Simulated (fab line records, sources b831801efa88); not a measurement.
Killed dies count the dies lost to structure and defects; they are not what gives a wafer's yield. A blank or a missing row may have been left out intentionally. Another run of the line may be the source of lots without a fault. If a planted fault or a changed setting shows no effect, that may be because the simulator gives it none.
The tool behind it: which one? | flow sky130 | 11 lots with 33 wafers sampled at 4 steps, on a route of 708 steps

== WHAT THE GAUGES SHOWED, per wafer ==
SKY_METAL1_CD_MEAS_15: the cd target is 140 nm.
lot  | measured     | on        | cd nm (nm)
L180 | day 33 07:28 | cd sem-01 | 138.3 138.9 138.5
L179 | day 33 09:21 | cd sem-01 | 139.6 138.9 140.3
L182 | day 34 05:31 | cd sem-01 | 141.2 140.3 140.0
L188 | day 36 18:54 | cd sem-01 | 142.5 142.1 142.6
L189 | day 36 22:04 | cd sem-02 | 141.1 138.5 139.0
L192 | day 37 17:49 | cd sem-02 | 137.1 138.6 136.8
L194 | day 38 17:56 | cd sem-01 | 140.3 138.7 138.6
L196 | day 39 05:50 | cd sem-02 | 137.3 138.6 137.2
L199 | day 39 12:13 | cd sem-02 | 141.3 141.0 142.9
L200 | day 39 21:12 | cd sem-01 | 140.9 140.0 140.1
L201 | day 39 22:40 | cd sem-01 | 140.9 140.3 141.4

SKY_VIA1_BOW_MEAS_03.
lot  | measured     | on            | VIA1_BOW (um)
L180 | day 33 08:52 | film metro-02 | 85 87 80
L179 | day 33 10:49 | film metro-01 | 82 84 94
L182 | day 34 06:55 | film metro-01 | 78 72 78
L188 | day 36 20:20 | film metro-02 | 66 79 73
L189 | day 36 23:31 | film metro-01 | 67 70 80
L192 | day 37 19:39 | film metro-04 | 82 77 76
L194 | day 38 19:21 | film metro-02 | 76 85 65
L196 | day 39 07:33 | film metro-02 | 76 71 77
L199 | day 39 13:49 | film metro-01 | 82 77 62
L200 | day 39 22:47 | film metro-02 | 70 76 73
L201 | day 40 00:17 | film metro-02 | 93 85 88

== WHAT TOOL EACH LOT RAN ON (gives the tool, then ch and the chambers of the sampled wafers, and finally the start) ==
lot  | SKY_METAL1_SPUTTER_01        | SKY_VIA1_HDPCVD_00
L180 | pvd sputter-02, day 32 04:43 | hdpcvd-02 ch 1,2, day 33 08:23
L179 | pvd sputter-02, day 32 06:20 | hdpcvd-01 ch 1,2, day 33 10:16
L182 | pvd sputter-02, day 33 02:44 | hdpcvd-02 ch 0,1,2, day 34 06:26
L188 | pvd sputter-04, day 35 17:26 | hdpcvd-01 ch 1,2, day 36 19:50
L189 | pvd sputter-04, day 35 20:00 | hdpcvd-01 ch 1,2, day 36 22:59
L192 | pvd sputter-04, day 36 15:41 | hdpcvd-01 ch 0,1,2, day 37 19:10
L194 | pvd sputter-02, day 37 16:47 | hdpcvd-01 ch 1,2, day 38 18:53
L196 | pvd sputter-01, day 38 04:07 | hdpcvd-01 ch 0,2, day 39 07:02
L199 | pvd sputter-04, day 38 10:24 | hdpcvd-02 ch 1,2, day 39 13:18
L200 | pvd sputter-02, day 38 20:23 | hdpcvd-01 ch 0,1, day 39 22:18
L201 | pvd sputter-01, day 38 21:47 | hdpcvd-01 ch 0,2, day 39 23:49
- SKY_METAL1_SPUTTER_01: material TiN, target thk 20 nm, time 16.7 s.
- SKY_VIA1_HDPCVD_00: deposits SiO2, target thk 1030 nm, time 171.7 s.

== AS READ BY THE TOOLS THEMSELVES (means over the sampled wafers that have a number; for cases with no such wafer, the mark the record gives instead) ==
SKY_METAL1_SPUTTER_01.
lot  | tool           | throttle valve pct (%)
L180 | pvd sputter-02 | 29.4
L179 | pvd sputter-02 | 29.5
L182 | pvd sputter-02 | 29.2
L188 | pvd sputter-04 | 31.0
L189 | pvd sputter-04 | 30.4
L192 | pvd sputter-04 | 29.2
L194 | pvd sputter-02 | 29.6
L196 | pvd sputter-01 | 29.6
L199 | pvd sputter-04 | 30.2
L200 | pvd sputter-02 | 29.2
L201 | pvd sputter-01 | 30.0

SKY_VIA1_HDPCVD_00.
lot  | tool      | pressure mtorr (mTorr) | run length s (s) | sih4 flow sccm (sccm)
L180 | hdpcvd-02 | 5.985                  | 200.0            | 59.76
L179 | hdpcvd-01 | 6.004                  | 199.3            | 59.79
L182 | hdpcvd-02 | 6.005                  | 199.6            | 60.03
L188 | hdpcvd-01 | -                      | -                | -
L189 | hdpcvd-01 | -                      | -                | -
L192 | hdpcvd-01 | 5.999                  | 199.5            | 60.06
L194 | hdpcvd-01 | 6.008                  | 199.2            | 59.93
L196 | hdpcvd-01 | 5.996                  | 198.8            | 60.10
L199 | hdpcvd-02 | 6.009                  | 199.8            | 59.93
L200 | hdpcvd-01 | 5.994                  | 199.9            | 59.91
L201 | hdpcvd-01 | 6.000                  | 198.8            | 60.00

== THE ANSWER, worked out from the rows above alone ==
Rule: the lots themselves supply what counts as usual. The widest of any qualifying gaps counts: lots, ordered by their means at a reading, are off when they make up no more than a third of the lots, leave a main group of 4 or more, and stand apart from it by 3 or more times the standard deviation of that group's means. The tables above print the reading to a certain number of digits; a main group whose means all agree to those digits is not used. Also off: a lot with no number at a reading for which 4 or more lots have one. All remaining lots with rows at the step are treated as sound. After the gauges, taken in route order, come the tools' own readings; for these a lot's mean is taken, as printed above. The first step at which some lot is off is used, and at that step the reading that is off furthest; a lot without a number counts as furthest.
Off at SKY_VIA1_HDPCVD_00 (pressure mtorr): L188, L189. Without a number there: L188, L189. For the main group the mean is 6.000 mTorr and the standard deviation 0.0072.
A tool fits if, at that step or a process step before it, it ran every lot that is off, and no sound lot after the first of them. Of those tried, none fits.

== WHAT HAD BEEN PUT IN BY THE SIMULATOR ==
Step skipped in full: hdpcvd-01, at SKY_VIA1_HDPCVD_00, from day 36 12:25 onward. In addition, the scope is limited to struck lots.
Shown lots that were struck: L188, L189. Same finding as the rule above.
